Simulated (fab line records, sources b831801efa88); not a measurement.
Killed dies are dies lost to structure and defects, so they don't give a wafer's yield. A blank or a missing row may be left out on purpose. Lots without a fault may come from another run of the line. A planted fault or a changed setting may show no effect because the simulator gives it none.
fab line records | flow gf180mcu
record lots=24 wafers=72 last_day=34
route steps=602 shown V1@349 M3@414 V3@431 V5@562 TOP_METAL@567
lots that met no fault: from a run of the same line without faults
start_h: hours from the record's first day to the start of the lot's first wafer shown | wait_h: hours since the lot's step before | " the same as in the row above | L1.1+2: a row that stands for several wafers | - no value, or no start given | * or withheld: withheld | < > ~ a bound
route shown NAME@n: a module of which the file shows steps, and the number in the route of the first | usual: mean/standard deviation of fault-free wafers | same: alike in all rows | chamber/n: place in a boat | sites: the reading at each site | _std_site: their standard deviation | _edge_site: outer sites' mean less inner sites' | radius_mm: how far each site lies from the wafer's centre | mask NAME#n: copy n | behind: the tool/chamber that last shaped the wafer | hold: why the lot was held/for how many hours/how that ended | device: the transistor (n, p or np) that didn't switch | end of line: the same wafers' tests at the end of the route | a step without rows: its recipe alone | killed: dies lost to structure and defects at the first sort, not the wafer's yield | map: a wafer's dies, x killed, . not, _ none there
set.NAME: the setting as run; set.NAME@STEP: as run at that earlier step | model.NAME: the simulator's own value behind a step, which no gauge read
steps of the route over a sample of lots; a table a step, a row a wafer
services: from which hour (start_h, from the record's first day; less than 0 if before it) a tool's chamber was out of use, for how many hours, and why
## steps
# step GF_V1_CD_MEAS_14
# recipe target_cd_nm=260
# usual cd_nm=260.1/1.3
# columns lot.wafer tool chamber start_h wait_h cd_nm
L074.3 cd_sem-02 - 410.16 0.1 262.6
L074.4 " - " " 262.3
L074.6 " - " " 262.8
L075.4 cd_sem-01 - 418.82 0.1 258.4
L075.5 " - " " 260.5
L075.6 " - " " 259.1
L076.2 cd_sem-02 - 440.33 0.1 259.9
L076.4 " - " " 260.2
L076.6 " - " " 260.1
L078.1 cd_sem-01 - 447.68 0.1 260.9
L078.4 " - " " 261.0
L078.5 " - " " 261.0
L077.2 cd_sem-01 - 450.70 0.1 260.0
L077.4 " - " " 260.6
L077.6 " - " " 259.6
L079.3 cd_sem-01 - 460.77 0.1 259.3
L079.4 " - " " 259.5
L079.6 " - " " 259.8
L080.1 cd_sem-01 - 468.52 0.1 259.9
L080.4 " - " " 258.7
L080.6 " - " " 258.8
L081.2 cd_sem-02 - 479.28 0.1 260.2
L081.4 " - " " 258.9
L081.6 " - " " 260.5
L082.3 cd_sem-02 - 485.51 0.1 259.6
L082.4 " - " " 260.6
L082.5 " - " " 260.6
L083.2 cd_sem-01 - 491.23 0.1 261.6
L083.5 " - " " 261.7
L083.6 " - " " 260.1
L084.1 cd_sem-01 - 504.41 0.1 260.7
L084.4 " - " " 259.5
L084.6 " - " " 261.1
L085.1 cd_sem-02 - 508.63 0.1 260.3
L085.2 " - " " 258.7
L085.6 " - " " 258.8
L086.2 cd_sem-02 - 519.99 0.1 261.1
L086.3 " - " " 259.6
L086.5 " - " " 260.1
L087.2 cd_sem-01 - 530.43 0.1 260.5
L087.4 " - " " 261.0
L087.6 " - " " 260.9
L089.2 cd_sem-02 - 546.23 0.1 258.7
L089.5 " - " " 258.5
L089.6 " - " " 258.2
L088.1 cd_sem-01 - 548.21 0.1 262.1
L088.2 " - " " 262.0
L088.5 " - " " 262.3
L090.1 cd_sem-01 - 555.21 0.1 260.4
L090.5 " - " " 259.7
L090.6 " - " " 260.9
L091.1 cd_sem-02 - 558.01 0.1 258.3
L091.2 " - " " 258.4
L091.6 " - " " 257.7
L092.1 cd_sem-01 - 565.07 0.1 260.4
L092.4 " - " " 260.7
L092.6 " - " " 261.2
L093.2 cd_sem-02 - 577.04 0.1 260.3
L093.5 " - " " 258.9
L093.6 " - " " 259.7
L094.2 cd_sem-01 - 585.89 0.1 258.4
L094.3 " - " " 258.9
L094.5 " - " " 258.6
L095.1 cd_sem-02 - 586.96 0.1 260.3
L095.5 " - " " 261.7
L095.6 " - " " 261.4
L096.1 cd_sem-01 - 596.02 0.1 262.3
L096.2 " - " " 260.0
L096.4 " - " " 261.0
L097.1 cd_sem-01 - 598.31 0.1 256.9
L097.2 " - " " 259.1
L097.6 " - " " 257.4
# step GF_M3_RS_MEAS_05
# recipe thk_meas_gauge=four-point-probe reads=TiN_of_M3_SPUTTER_04+Ti_of_M3_SPUTTER_03+AlCu_of_M3_SPUTTER_02+TiN_of_M3_SPUTTER_01+Ti_of_M3_SPUTTER_00
# usual M3_ALCU_RS=0.0693/0.00097
# columns lot.wafer tool chamber start_h wait_h M3_ALCU_RS[ohm/sq]
L074.3 film_metro-02 - 463.77 0.1 0.0678
L074.4 " - " " 0.0690
L074.6 " - " " 0.0700
L075.4 film_metro-01 - 473.22 0.1 0.0701
L075.5 " - " " 0.0685
L075.6 " - " " 0.0697
L076.2 film_metro-02 - 493.98 0.0 0.0677
L076.4 " - " " 0.0688
L076.6 " - " " 0.0690
L078.1 film_metro-04 - 500.05 0.0 0.0680
L078.4 " - " " 0.0700
L078.5 " - " " 0.0689
L077.2 film_metro-02 - 504.92 0.0 0.0692
L077.4 " - " " 0.0686
L077.6 " - " " 0.0698
L079.3 film_metro-01 - 512.49 0.1 0.0704
L079.4 " - " " 0.0692
L079.6 " - " " 0.0703
L080.1 film_metro-01 - 521.35 0.0 0.0684
L080.4 " - " " 0.0689
L080.6 " - " " 0.0690
L081.2 film_metro-01 - 531.13 0.0 0.0677
L081.4 " - " " 0.0690
L081.6 " - " " 0.0690
L082.3 film_metro-01 - 535.15 0.1 0.0708
L082.4 " - " " 0.0687
L082.5 " - " " 0.0703
L083.2 film_metro-02 - 542.39 0.0 0.0697
L083.5 " - " " 0.0683
L083.6 " - " " 0.0696
L084.1 film_metro-04 - 554.21 0.0 0.0716
L084.4 " - " " 0.0708
L084.6 " - " " 0.0725
L085.1 film_metro-02 - 558.46 0.0 0.0700
L085.2 " - " " 0.0686
L085.6 " - " " 0.0697
L086.2 film_metro-01 - 569.53 0.0 0.0688
L086.3 " - " " 0.0697
L086.5 " - " " 0.0691
L087.2 film_metro-01 - 579.49 0.0 0.0691
L087.4 " - " " 0.0683
L087.6 " - " " 0.0695
L089.2 film_metro-04 - 594.63 0.0 0.0701
L089.5 " - " " 0.0710
L089.6 " - " " 0.0687
L088.1 film_metro-04 - 597.28 0.0 0.0687
L088.2 " - " " 0.0677
L088.5 " - " " 0.0675
L090.1 film_metro-01 - 603.46 0.0 0.0678
L090.5 " - " " 0.0682
L090.6 " - " " 0.0674
L091.1 film_metro-01 - 605.71 0.0 0.0703
L091.2 " - " " 0.0694
L091.6 " - " " 0.0697
L092.1 film_metro-02 - 612.23 0.0 0.0696
L092.4 " - " " 0.0698
L092.6 " - " " 0.0704
L093.2 film_metro-02 - 624.18 0.0 0.0700
L093.5 " - " " 0.0685
L093.6 " - " " 0.0688
L094.2 film_metro-01 - 632.22 0.0 0.0686
L094.3 " - " " 0.0702
L094.5 " - " " 0.0699
L095.1 film_metro-04 - 633.30 0.0 0.0690
L095.5 " - " " 0.0699
L095.6 " - " " 0.0700
L096.1 film_metro-04 - 641.92 0.0 0.0690
L096.2 " - " " 0.0689
L096.4 " - " " 0.0679
L097.1 film_metro-02 - 643.11 0.0 0.0699
L097.2 " - " " 0.0692
L097.6 " - " " 0.0688
# step GF_V3_CVD_02
# recipe material=SiO2 target_thk_nm=850 precursor=TEOS temp_c=400 time_s=94.851 rf_w=600
# usual heater_power_w=719/93 susceptor_temp_C=400.00/0.23
# columns lot.wafer tool chamber start_h wait_h heater_power_w susceptor_temp_C
L074.3 pecvd-01 1 488.39 0.0 694 400.30
L074.4 " 0 " " 664 400.28
L074.6 " 2 " " 633 399.75
L075.4 pecvd-04 1 497.44 0.1 857 399.78
L075.5 " 2 " " 727 399.57
L075.6 " 0 " " 896 400.02
L076.2 pecvd-03 1 518.13 0.0 796 399.75
L076.4 " 0 " " 587 399.98
L076.6 " 2 " " 768 399.96
L078.1 pecvd-01 2 523.80 0.1 797 400.10
L078.4 " 1 " " 625 399.99
L078.5 " 0 " " 725 400.04
L077.2 pecvd-04 0 529.19 0.0 870 399.81
L077.4 " 0 " " 916 399.78
L077.6 " 1 " " 849 399.78
L079.3 pecvd-01 1 535.24 0.0 665 399.74
L079.4 " 2 " " 761 399.83
L079.6 " 0 " " 673 400.10
L080.1 pecvd-04 0 544.57 0.1 928 399.92
L080.4 " 2 " " 718 400.18
L080.6 " 0 " " 741 400.00
L081.2 pecvd-01 1 553.98 0.0 659 400.25
L081.4 " 0 " " 650 400.14
L081.6 " 2 " " 714 399.99
L082.3 pecvd-01 1 558.06 0.0 560 400.25
L082.4 " 2 " " 766 399.90
L082.5 " 1 " " 611 400.07
L083.2 pecvd-01 2 565.01 0.0 734 399.85
L083.5 " 2 " " 770 399.57
L083.6 " 0 " " 561 400.24
L084.1 pecvd-04 1 577.38 0.1 881 400.04
L084.4 " 0 " " 874 399.64
L084.6 " 2 " " 730 400.20
L085.1 pecvd-04 2 580.88 0.1 590 399.67
L085.2 " 0 " " 914 400.01
L085.6 " 1 " " 684 400.10
L086.2 pecvd-04 1 592.56 0.0 748 400.07
L086.3 " 2 " " 725 399.82
L086.5 " 1 " " 847 400.05
L087.2 pecvd-04 2 601.41 0.0 684 400.25
L087.4 " 1 " " 719 399.93
L087.6 " 2 " " 715 400.17
L089.2 pecvd-03 1 616.44 0.0 749 399.97
L089.5 " 2 " " 801 399.81
L089.6 " 0 " " 717 400.04
L088.1 pecvd-01 1 619.25 0.1 697 400.04
L088.2 " 2 " " 764 399.70
L088.5 " 2 " " 799 400.06
L090.1 pecvd-01 1 624.90 0.1 683 400.38
L090.5 " 1 " " 543 400.46
L090.6 " 0 " " 570 399.38
L091.1 pecvd-01 1 627.10 0.1 571 400.26
L091.2 " 0 " " 652 399.64
L091.6 " 0 " " 705 399.89
L092.1 pecvd-01 1 634.18 0.1 576 400.40
L092.4 " 0 " " 654 400.07
L092.6 " 1 " " 638 400.26
L093.2 pecvd-01 2 645.34 0.0 709 400.36
L093.5 " 1 " " 682 400.06
L093.6 " 0 " " 585 400.06
L094.2 pecvd-03 2 652.64 0.0 786 399.88
L094.3 " 0 " " 675 400.09
L094.5 " 1 " " 665 400.22
L095.1 pecvd-04 1 654.20 0.1 878 400.09
L095.5 " 1 " " 713 400.01
L095.6 " 2 " " 647 399.65
L096.1 pecvd-03 0 662.12 0.1 706 399.69
L096.2 " 2 " " 700 400.05
L096.4 " 1 " " 718 400.04
L097.1 pecvd-03 1 664.23 0.1 776 399.81
L097.2 " 2 " " 745 399.97
L097.6 " 1 " " 654 399.69
# step GF_V5_SPUTTER_22
# recipe material=TiN target_thk_nm=10 chamber_pressure_pa=5 power_w=4000 time_s=40
# usual throttle_valve_pct=30.3/0.97
# columns lot.wafer tool chamber start_h wait_h throttle_valve_pct
L074.3 pvd_sputter-03 - 627.82 0.0 32.1
L074.4 " - " " 31.1
L074.6 " - " " 30.8
L075.4 pvd_sputter-04 - 636.62 0.0 31.1
L075.5 " - " " 28.4
L075.6 " - " " 30.1
L076.2 pvd_sputter-02 - 652.90 0.0 30.6
L076.4 " - " " 30.7
L076.6 " - " " 30.1
L078.1 pvd_sputter-04 - 658.52 0.0 30.2
L078.4 " - " " 28.3
L078.5 " - " " 28.3
L077.2 pvd_sputter-03 - 662.81 0.0 31.5
L077.4 " - " " 31.2
L077.6 " - " " 30.7
L079.3 pvd_sputter-02 - 669.47 0.0 29.1
L079.4 " - " " 29.6
L079.6 " - " " 30.4
L080.1 pvd_sputter-04 - 675.81 0.0 28.5
L080.4 " - " " 29.9
L080.6 " - " " 31.1
L081.2 pvd_sputter-03 - 686.42 0.0 30.8
L081.4 " - " " 31.6
L081.6 " - " " 30.9
L082.3 pvd_sputter-04 - 687.11 0.0 30.9
L082.4 " - " " 30.3
L082.5 " - " " 29.8
L083.2 pvd_sputter-03 - 693.73 0.0 31.9
L083.5 " - " " 31.8
L083.6 " - " " 30.2
L084.1 pvd_sputter-02 - 704.67 0.0 28.8
L084.4 " - " " 30.3
L084.6 " - " " 28.5
L085.1 pvd_sputter-04 - 707.72 0.0 30.2
L085.2 " - " " 31.0
L085.6 " - " " 29.7
L086.2 pvd_sputter-03 - 718.14 0.0 32.0
L086.3 " - " " 30.1
L086.5 " - " " 30.1
L087.2 pvd_sputter-02 - 725.94 0.0 28.7
L087.4 " - " " 29.5
L087.6 " - " " 29.6
L089.2 pvd_sputter-04 - 737.70 0.0 29.9
L089.5 " - " " 29.9
L089.6 " - " " 28.7
L088.1 pvd_sputter-02 - 740.31 0.0 30.0
L088.2 " - " " 29.1
L088.5 " - " " 28.8
L090.1 pvd_sputter-02 - 744.47 0.0 29.6
L090.5 " - " " 28.7
L090.6 " - " " 30.3
L091.1 pvd_sputter-04 - 747.56 0.0 28.5
L091.2 " - " " 30.1
L091.6 " - " " 30.1
L092.1 pvd_sputter-03 - 753.85 0.0 32.1
L092.4 " - " " 31.5
L092.6 " - " " 31.6
L093.2 pvd_sputter-02 - 762.47 0.0 29.7
L093.5 " - " " 30.3
L093.6 " - " " 29.7
L094.2 pvd_sputter-03 - 767.98 0.0 30.0
L094.3 " - " " 31.5
L094.5 " - " " 30.8
L095.1 pvd_sputter-03 - 770.80 0.0 30.3
L095.5 " - " " 31.3
L095.6 " - " " 31.1
L096.1 pvd_sputter-04 - 776.10 0.0 31.1
L096.2 " - " " 30.3
L096.4 " - " " 30.1
L097.1 pvd_sputter-03 - 778.96 0.0 31.6
L097.2 " - " " 31.1
L097.6 " - " " 30.8
# step GF_V5_CVD_23
# recipe material=W target_thk_nm=350 time_s=104.9 temp_c=400 pressure_torr=40
# usual heater_power_w=828/36 susceptor_temp_C=400.02/0.2
# columns lot.wafer tool chamber start_h wait_h heater_power_w susceptor_temp_C
L074.3 cvd_w-01 1 627.90 0.1 867 400.07
L074.4 " 0 " " 828 400.13
L074.6 " 0 " " 819 399.95
L075.4 cvd_w-02 1 636.70 0.1 798 399.98
L075.5 " 1 " " 783 400.44
L075.6 " 0 " " 834 400.26
L076.2 cvd_w-02 1 652.93 0.0 771 400.04
L076.4 " 0 " " 832 399.64
L076.6 " 0 " " 806 400.02
L078.1 cvd_w-01 1 658.56 0.0 892 400.22
L078.4 " 1 " " 890 400.09
L078.5 " 1 " " 863 400.27
L077.2 cvd_w-01 1 662.85 0.0 917 400.07
L077.4 " 0 " " 828 400.28
L077.6 " 0 " " 847 400.29
L079.3 cvd_w-01 1 669.55 0.1 891 400.23
L079.4 " 0 " " 850 400.00
L079.6 " 1 " " 896 400.32
L080.1 cvd_w-01 0 675.85 0.0 839 400.25
L080.4 " 0 " " 838 400.11
L080.6 " 1 " " 900 399.88
L081.2 cvd_w-01 1 686.46 0.0 888 399.80
L081.4 " 1 " " 906 399.97
L081.6 " 1 " " 875 399.98
L082.3 cvd_w-02 1 687.19 0.1 793 399.81
L082.4 " 0 " " 817 400.28
L082.5 " 1 " " 790 400.01
L083.2 cvd_w-02 0 693.77 0.0 842 399.94
L083.5 " 0 " " 838 399.77
L083.6 " 1 " " 774 399.92
L084.1 cvd_w-02 0 704.71 0.0 847 399.91
L084.4 " 0 " " 828 400.01
L084.6 " 1 " " 789 400.62
L085.1 cvd_w-02 0 707.78 0.0 838 399.99
L085.2 " 1 " " 791 400.09
L085.6 " 0 " " 856 400.32
L086.2 cvd_w-02 1 718.22 0.1 793 399.98
L086.3 " 1 " " 795 400.05
L086.5 " 1 " " 784 400.06
L087.2 cvd_w-02 0 725.98 0.0 859 399.70
L087.4 " 1 " " 793 399.79
L087.6 " 0 " " 835 399.79
L089.2 cvd_w-02 1 737.74 0.0 801 400.00
L089.5 " 1 " " 782 400.08
L089.6 " 0 " " 847 400.09
L088.1 cvd_w-02 1 740.35 0.0 798 399.97
L088.2 " 0 " " 825 399.86
L088.5 " 0 " " 824 400.27
L090.1 cvd_w-02 0 744.51 0.0 824 399.99
L090.5 " 0 " " 825 400.13
L090.6 " 1 " " 792 400.09
L091.1 cvd_w-02 1 747.60 0.0 794 400.29
L091.2 " 0 " " 835 399.98
L091.6 " 0 " " 842 399.86
L092.1 cvd_w-01 0 753.89 0.0 844 400.09
L092.4 " 1 " " 905 400.05
L092.6 " 0 " " 852 399.95
L093.2 cvd_w-01 1 762.51 0.0 907 399.74
L093.5 " 1 " " 894 399.83
L093.6 " 0 " " 875 399.94
L094.2 cvd_w-02 1 768.02 0.0 790 400.04
L094.3 " 0 " " 836 399.86
L094.5 " 0 " " 845 399.91
L095.1 cvd_w-02 0 770.83 0.0 840 400.46
L095.5 " 0 " " 845 400.42
L095.6 " 1 " " 802 399.93
L096.1 cvd_w-02 1 776.13 0.0 799 400.09
L096.2 " 0 " " 813 400.00
L096.4 " 1 " " 798 399.84
L097.1 cvd_w-02 0 779.00 0.0 856 399.93
L097.2 " 1 " " 796 400.06
L097.6 " 1 " " 796 399.88
# step GF_TOP_METAL_SPUTTER_00
# recipe material=Ti target_thk_nm=37.5 arriving_ion_energy_ev=80 substrate_temp_c=200 chamber_pressure_pa=2 power_w=4000 time_s=150
# usual throttle_valve_pct=30.5/0.88
# columns lot.wafer tool chamber start_h wait_h throttle_valve_pct
L074.3 pvd_sputter-02 - 628.45 0.1 29.7
L074.4 " - " " 28.6
L074.6 " - " " 29.4
L075.4 pvd_sputter-01 - 637.25 0.2 29.9
L075.5 " - " " 30.9
L075.6 " - " " 29.9
L076.2 pvd_sputter-03 - 653.53 0.1 31.7
L076.4 " - " " 31.1
L076.6 " - " " 30.1
L078.1 pvd_sputter-03 - 659.15 0.1 31.0
L078.4 " - " " 31.9
L078.5 " - " " 30.0
L077.2 pvd_sputter-03 - 663.45 0.2 30.7
L077.4 " - " " 30.0
L077.6 " - " " 31.1
L079.3 pvd_sputter-03 - 670.11 0.2 30.4
L079.4 " - " " 31.5
L079.6 " - " " 31.0
L080.1 pvd_sputter-03 - 676.45 0.2 32.0
L080.4 " - " " 30.0
L080.6 " - " " 30.9
L081.2 pvd_sputter-02 - 687.05 0.1 29.2
L081.4 " - " " 30.5
L081.6 " - " " 30.4
L082.3 pvd_sputter-02 - 687.74 0.1 29.6
L082.4 " - " " 28.9
L082.5 " - " " 30.3
L083.2 pvd_sputter-03 - 694.64 0.2 31.0
L083.5 " - " " 32.2
L083.6 " - " " 31.5
L084.1 pvd_sputter-02 - 705.30 0.1 30.2
L084.4 " - " " 29.5
L084.6 " - " " 30.5
L085.1 pvd_sputter-02 - 708.38 0.2 30.1
L085.2 " - " " 29.5
L085.6 " - " " 30.1
L086.2 pvd_sputter-01 - 718.88 0.2 30.8
L086.3 " - " " 30.9
L086.5 " - " " 31.1
L087.2 pvd_sputter-03 - 726.57 0.2 30.9
L087.4 " - " " 30.4
L087.6 " - " " 30.1
L089.2 pvd_sputter-03 - 738.41 0.1 31.4
L089.5 " - " " 31.5
L089.6 " - " " 30.8
L088.1 pvd_sputter-01 - 741.15 0.2 30.9
L088.2 " - " " 29.2
L088.5 " - " " 29.5
L090.1 pvd_sputter-01 - 745.10 0.2 30.9
L090.5 " - " " 29.2
L090.6 " - " " 31.2
L091.1 pvd_sputter-02 - 748.52 0.2 29.5
L091.2 " - " " 30.5
L091.6 " - " " 30.2
L092.1 pvd_sputter-02 - 754.48 0.1 29.5
L092.4 " - " " 30.0
L092.6 " - " " 29.8
L093.2 pvd_sputter-03 - 763.10 0.1 31.6
L093.5 " - " " 31.0
L093.6 " - " " 31.3
L094.2 pvd_sputter-01 - 768.61 0.1 31.0
L094.3 " - " " 30.1
L094.5 " - " " 30.9
L095.1 pvd_sputter-01 - 771.43 0.2 30.5
L095.5 " - " " 31.2
L095.6 " - " " 30.3
L096.1 pvd_sputter-02 - 776.73 0.2 28.8
L096.2 " - " " 30.3
L096.4 " - " " 28.9
L097.1 pvd_sputter-03 - 779.63 0.2 32.1
L097.2 " - " " 31.5
L097.6 " - " " 31.6
## services
# columns tool chamber start_h hours kind
cvd_w-01 0 469.63 19.9 repair
pvd_sputter-04 - 481.07 9.6 repair
pvd_sputter-03 - 497.42 5.8 repair
pecvd-03 - 514.79 2.8 pm
pvd_sputter-01 - 521.47 1.5 repair
pecvd-03 1 537.54 18.7 repair
pvd_sputter-03 2 549.98 - consumable_replace:kit
pecvd-03 2 550.17 22.3 repair
pecvd-01 1 570.00 1.9 repair
pvd_sputter-03 - 573.92 4.1 repair
pecvd-01 - 583.85 2.6 repair
pecvd-03 - 591.12 14.0 pm
pecvd-03 - 597.54 5.2 repair
pecvd-01 - 606.88 1.7 repair
pvd_sputter-02 - 622.19 3.5 repair
pecvd-03 2 624.94 7.3 repair
cvd_w-01 - 642.65 0.9 repair
pecvd-04 0 696.33 1.7 repair
cvd_w-01 - 699.90 14.6 pm
cvd_w-02 0 716.91 1.9 repair
pecvd-03 - 724.41 4.3 pm
pvd_sputter-01 - 739.54 1.5 repair
cvd_w-01 - 741.19 6.9 pm
cvd_w-02 1 748.25 7.8 repair
## key
fault none
